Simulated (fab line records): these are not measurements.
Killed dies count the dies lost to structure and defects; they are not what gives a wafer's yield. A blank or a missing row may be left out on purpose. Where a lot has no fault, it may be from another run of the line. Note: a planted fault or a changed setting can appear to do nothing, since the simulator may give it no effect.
Which tool is to blame? / flow sky130 / 14 lots with 42 wafers sampled at 2 steps, on a route of 708 steps

WHAT THE GAUGES SHOWED, per wafer
SKY_POLY_GATE_CD_MEAS_22. Usual: cd-nm 149.6 nm, standard deviation 2.1.
lot=L689; measured=day 16 09:24; on=cd-sem-01; cd-nm (nm)=149.0 148.7 148.9; flag=
lot=L691; measured=day 17 09:17; on=cd-sem-02; cd-nm (nm)=148.0 150.8 146.0; flag=
lot=L692; measured=day 17 18:52; on=cd-sem-01; cd-nm (nm)=152.4 153.5 149.8; flag=
lot=L695; measured=day 19 14:26; on=cd-sem-02; cd-nm (nm)=150.9 151.0 152.0; flag=
lot=L696; measured=day 19 20:04; on=cd-sem-02; cd-nm (nm)=150.0 146.1 149.5; flag=
lot=L697; measured=day 20 09:38; on=cd-sem-02; cd-nm (nm)=149.2 147.5 146.2; flag=
lot=L698; measured=day 20 13:52; on=cd-sem-02; cd-nm (nm)=149.9 148.5 148.6; flag=
lot=L699; measured=day 21 07:09; on=cd-sem-02; cd-nm (nm)=146.0 152.0 145.7; flag=
lot=L700; measured=day 21 10:01; on=cd-sem-02; cd-nm (nm)=153.3 153.5 150.7; flag=
lot=L701; measured=day 21 11:37; on=cd-sem-01; cd-nm (nm)=147.8 148.8 150.1; flag=
lot=L704; measured=day 21 23:16; on=cd-sem-01; cd-nm (nm)=148.4 149.5 150.5; flag=
lot=L703; measured=day 22 05:22; on=cd-sem-01; cd-nm (nm)=145.6 151.1 149.8; flag=
lot=L711; measured=day 24 09:34; on=cd-sem-01; cd-nm (nm)=151.0 147.3 149.0; flag=
lot=L712; measured=day 25 07:17; on=cd-sem-02; cd-nm (nm)=149.0 149.2 151.6; flag=

SKY_LDD_N_OVL_MEAS_07. Usual: LDD_N_OVL gives 0.4 nm (standard deviation 1.5).
lot=L689; measured=day 17 15:17; on=overlay-02; LDD_N_OVL (nm)=1.0 1.6 2.4; flag=
lot=L691; measured=day 18 14:36; on=overlay-02; LDD_N_OVL (nm)=0.7 0.7 2.8; flag=
lot=L692; measured=day 19 01:02; on=overlay-01; LDD_N_OVL (nm)=-2.3 1.0 -1.2; flag=
lot=L695; measured=day 20 20:41; on=overlay-02; LDD_N_OVL (nm)=3.0 3.4 3.6; flag=
lot=L696; measured=day 21 02:39; on=overlay-01; LDD_N_OVL (nm)=0.9 0.5 2.3; flag=
lot=L697; measured=day 21 16:13; on=overlay-01; LDD_N_OVL (nm)=0.7 0.9 1.4; flag=
lot=L698; measured=day 21 20:42; on=overlay-01; LDD_N_OVL (nm)=-0.7 1.2 1.9; flag=
lot=L699; measured=day 22 13:12; on=overlay-01; LDD_N_OVL (nm)=1.1 5.0 1.3; flag=
lot=L700; measured=day 22 15:59; on=overlay-02; LDD_N_OVL (nm)=2.1 1.3 -0.2; flag=
lot=L701; measured=day 22 17:15; on=overlay-02; LDD_N_OVL (nm)=0.9 -1.2 -0.8; flag=
lot=L704; measured=day 23 06:09; on=overlay-02; LDD_N_OVL (nm)=0.0 0.6 1.0; flag=
lot=L703; measured=day 23 11:46; on=overlay-02; LDD_N_OVL (nm)=-1.6 -1.2 -0.4; flag=
lot=L711; measured=day 25 15:03; on=overlay-01; LDD_N_OVL (nm)=1.4 0.1 1.2; flag=
lot=L712; measured=day 26 12:04; on=overlay-02; LDD_N_OVL (nm)=-0.6 1.7 0.1; flag=

TOOL THAT RAN EACH LOT (tool first, then ch and the chambers of the sampled wafers, then the start)
Record: no process step prior to these readings.

AS READ BY THE TOOLS THEMSELVES (means over the sampled wafers that have a number; for cases with no such wafer, the mark the record gives instead)
The record holds no such reading with a usual standard deviation.

THE ANSWER, worked out from the rows above alone
Rule: a lot is off if the mean of its wafers that have a number lies more than 3 standard deviations from the usual mean. A lot without any number at a reading at which 4 lots or more have one is off too. Any other lot the step has rows for is counted as sound. Order of review: gauges by route order, followed by the tools' own readings, for which a lot's mean as printed above is used. At the first step where some lot is off, the reading lying furthest off is the one used; lots without a number count as furthest.
Nothing can be told from this: no lot is off at any reading shown.

WHAT THE SIMULATOR PUT IN
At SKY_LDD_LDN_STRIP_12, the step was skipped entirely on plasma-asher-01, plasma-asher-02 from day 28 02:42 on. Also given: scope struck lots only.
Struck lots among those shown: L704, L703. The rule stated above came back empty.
